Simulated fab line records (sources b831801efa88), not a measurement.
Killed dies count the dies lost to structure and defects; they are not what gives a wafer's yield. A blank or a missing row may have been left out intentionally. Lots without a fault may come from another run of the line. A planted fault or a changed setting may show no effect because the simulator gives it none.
2 desks, one fault    flow sky130    what lay behind the numbers comes last; until then each desk has only its own

AT THE METROLOGY DESK
What the gauges read, lot by lot, whatever tool the lot ran on: means of the sampled wafers that have a number. A lot is out of limits, marked OUT, if its mean lies more than 4 standard deviations from the usual mean; the brackets give that distance.
Columns: A = SPACER_CVD_00_THK at SKY_SPACER_THK_MEAS_01, usual 43.0 nm; B = RES_XHIGH_TW at SKY_RES_XHIGH_TW_MEAS_09, usual 1650
lot   first seen here  A                B
L543  day 23 04:58     42.6             1635
L547  day 24 15:02     43.2             1664
L550  day 25 19:38     43.4             1657
L553  day 26 19:28     46.5 (+8.7) OUT  1664
L554  day 27 03:55     45.9 (+7.2) OUT  1649
L562  day 30 00:38     43.4             1640
L563  day 30 02:53     43.0             1656
L564  day 30 06:30     43.3             1656
L565  day 30 19:34     43.5             1648
L566  day 31 02:59     42.6             1653
This desk's result: L553, L554 out of limits, first on L553 (SPACER_CVD_00_THK at SKY_SPACER_THK_MEAS_01), day 26 19:28. L543, L547, L550, L562, L563, L564, L565, L566 stayed within limits.

AT THE TOOL OWNER'S DESK: lpcvd-02
The tool's own readings at SKY_SPACER_CVD_00 (deposits Si3N4 from DCS/NH3, target thk 43.1 nm, time 740 s): means of the sampled wafers that have a number, for each lot that ran on this tool. A lot is out of limits, marked OUT, if its mean lies more than 4 standard deviations from the usual mean; the brackets give that distance.
Columns: A = spikeTcLowerC at SKY_SPACER_CVD_00, usual 770.1 C; B = spikeTcUpperC at SKY_SPACER_CVD_00, usual 770.5 C
lot   first seen here  A      B
L543  day 23 03:10     771.5  770.4
L547  day 24 13:49     770.2  771.1
L550  day 25 18:24     769.5  769.6
L553  day 26 18:15     770.2  768.7
L554  day 27 02:42     769.8  770.6
L562  day 29 23:25     770.1  768.7
L563  day 30 01:40     769.1  772.0
L564  day 30 05:17     769.1  770.7
L565  day 30 18:21     769.7  770.4
L566  day 31 01:45     770.5  770.1
Finding of this desk: none of the 10 lots has anything out of limits.

ALL TOGETHER
The metrology desk could have raised an alarm at day 26 19:28, on L553, L554.
The desk of the tool owner found nothing out of limits.
Tool owner's desk: L553, L554 on record, inside its limits.
The lots listed all ran SKY_SPACER_CVD_00 on lpcvd-02.

WHAT THE SIMULATOR HAD INSERTED
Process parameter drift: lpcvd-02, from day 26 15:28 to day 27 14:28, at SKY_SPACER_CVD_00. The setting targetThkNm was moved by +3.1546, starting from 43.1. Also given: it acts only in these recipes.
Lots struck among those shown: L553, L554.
Hours from the fault's start to each desk's first reading out of limits: the metrology desk, 4.
